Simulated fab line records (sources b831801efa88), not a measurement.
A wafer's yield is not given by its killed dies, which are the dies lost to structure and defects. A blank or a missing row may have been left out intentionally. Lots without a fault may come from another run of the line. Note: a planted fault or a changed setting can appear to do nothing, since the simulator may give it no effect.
Check of tool commonality + flow gf180mcu + Lots sampled 13, wafers sampled 39

== REASON FOR OPENING ==
GF_MVSD_OVL_MEAS_07, reading MVSD_OVL: flagged on 2 of 13 lots. Fault-free wafers read 0.5 nm, with a standard deviation of 1.5.
Rule: a lot is flagged when every wafer of it that has a number lies more than 4 standard deviations from that mean, or none has a number. As for the other lots, they are considered sound.

| lot  | measured     | on         | MVSD_OVL (nm), wafer by wafer | flag    |
|------|--------------|------------|-------------------------------|---------|
| L188 | day 4 13:00  | overlay-02 | 1.1 -0.6 0.1                  |         |
| L189 | day 4 19:04  | overlay-01 | 1.2 0.3 1.9                   |         |
| L190 | day 4 22:28  | overlay-01 | 2.3 1.2 0.5                   |         |
| L191 | day 5 02:40  | overlay-01 | -1.1 -1.4 -2.0                |         |
| L193 | day 5 16:43  | overlay-02 | 2.6 3.4 2.6                   |         |
| L195 | day 6 01:51  | overlay-01 | -109.0 -109.4 -112.4          | FLAGGED |
| L196 | day 6 08:28  | overlay-02 | -108.9 -109.7 -108.4          | FLAGGED |
| L197 | day 6 12:58  | overlay-01 | 0.3 0.4 0.3                   |         |
| L203 | day 8 01:43  | overlay-02 | 0.0 -0.8 1.3                  |         |
| L206 | day 9 04:37  | overlay-02 | 3.4 2.5 2.7                   |         |
| L207 | day 9 07:22  | overlay-02 | -1.4 -1.5 -0.7                |         |
| L208 | day 9 13:33  | overlay-01 | 1.1 0.8 0.6                   |         |
| L211 | day 10 02:25 | overlay-02 | -0.9 -2.0 -1.2                |         |
The mean of the flagged lots' numbers is -109.6 nm, -110.1 nm from the usual (-73 standard deviations).

== WHICH TOOL EACH LOT WENT THROUGH ==
The record holds 2 process steps before the reading, out of a route of 602 steps. Each cell gives the tool, then ch followed by the chambers the sampled wafers passed through, then the start.
| lot  | flag    | GF_STI_CMP_25                | GF_MVSD_EXPOSE_04                  |
|------|---------|------------------------------|------------------------------------|
| L188 |         | cmp-01 ch 1,2,3, day 2 06:30 | iline stepper-01 ch 0, day 4 06:42 |
| L189 |         | cmp-02 ch 0,1,3, day 2 09:41 | iline stepper-02 ch 0, day 4 12:12 |
| L190 |         | cmp-01 ch 1,2,3, day 2 13:46 | iline stepper-02 ch 0, day 4 15:37 |
| L191 |         | cmp-02 ch 0,1, day 2 19:31   | iline stepper-01 ch 0, day 4 19:56 |
| L193 |         | cmp-02 ch 0,2,3, day 3 07:05 | iline stepper-02 ch 0, day 5 09:50 |
| L195 | FLAGGED | cmp-01 ch 0,1,2, day 3 15:24 | iline stepper-02 ch 0, day 5 18:53 |
| L196 | FLAGGED | cmp-02 ch 0,1,3, day 3 21:52 | iline stepper-02 ch 0, day 6 01:41 |
| L197 |         | cmp-02 ch 0,2,3, day 4 01:55 | iline stepper-01 ch 0, day 6 06:35 |
| L203 |         | cmp-01 ch 0,1,3, day 5 10:28 | iline stepper-01 ch 0, day 7 18:01 |
| L206 |         | cmp-01 ch 0,1,3, day 6 07:35 | iline stepper-01 ch 0, day 8 20:28 |
| L207 |         | cmp-01 ch 0,2, day 6 11:11   | iline stepper-01 ch 0, day 8 22:49 |
| L208 |         | cmp-02 ch 2,3, day 6 17:33   | iline stepper-01 ch 0, day 9 05:33 |
| L211 |         | cmp-01 ch 0,1,3, day 7 05:06 | iline stepper-01 ch 0, day 9 18:14 |
What the steps here do:
- GF_STI_CMP_25: polishes, stops on Si3N4, t overpolish 33 s, target thk 524.6 nm.
- GF_MVSD_EXPOSE_04: exposes mask MVSD, target cd 1000 nm.
- GF_MVSD_OVL_MEAS_07

== FLAGGED OVER TOTAL, TOOL BY TOOL (the gauges that took the reading come last) ==
| step                | tool             | lots run | flagged | share of the flagged lots | sound lots run after its first flagged lot |
|---------------------|------------------|----------|---------|---------------------------|--------------------------------------------|
| GF_STI_CMP_25       | cmp-01           | 7        | 1       | some                      | 4 (L203,L206,L207,L211)                    |
| GF_STI_CMP_25       | cmp-02           | 6        | 1       | some                      | 2 (L197,L208)                              |
| GF_MVSD_EXPOSE_04   | iline stepper-01 | 8        | 0       | none                      | -                                          |
| GF_MVSD_EXPOSE_04   | iline stepper-02 | 5        | 2       | all                       | 0                                          |
| GF_MVSD_OVL_MEAS_07 | overlay-01       | 6        | 1       | some                      | 2 (L197,L208)                              |
| GF_MVSD_OVL_MEAS_07 | overlay-02       | 7        | 1       | some                      | 4 (L203,L206,L207,L211)                    |

== THE TABLE: WHAT IT ALLOWS ==
All flagged lots share 1 row of the table, namely iline stepper-02 at GF_MVSD_EXPOSE_04.
- iline stepper-02 at GF_MVSD_EXPOSE_04 ran 5 lots, 2 of them flagged. It ran its last sound lot, L193, at day 5 09:50 and its first flagged lot, L195, at day 5 18:53: a fault with its onset between the two fits.
Just one tool remains: iline stepper-02 at GF_MVSD_EXPOSE_04.

== WHAT THE SIMULATOR PUT IN ==
Scanner matching overlay: iline stepper-02, from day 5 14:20 on, at GF_MVSD_EXPOSE_04. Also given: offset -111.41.
Shown lots that were struck: L195, L196. This agrees with what the rule above found.
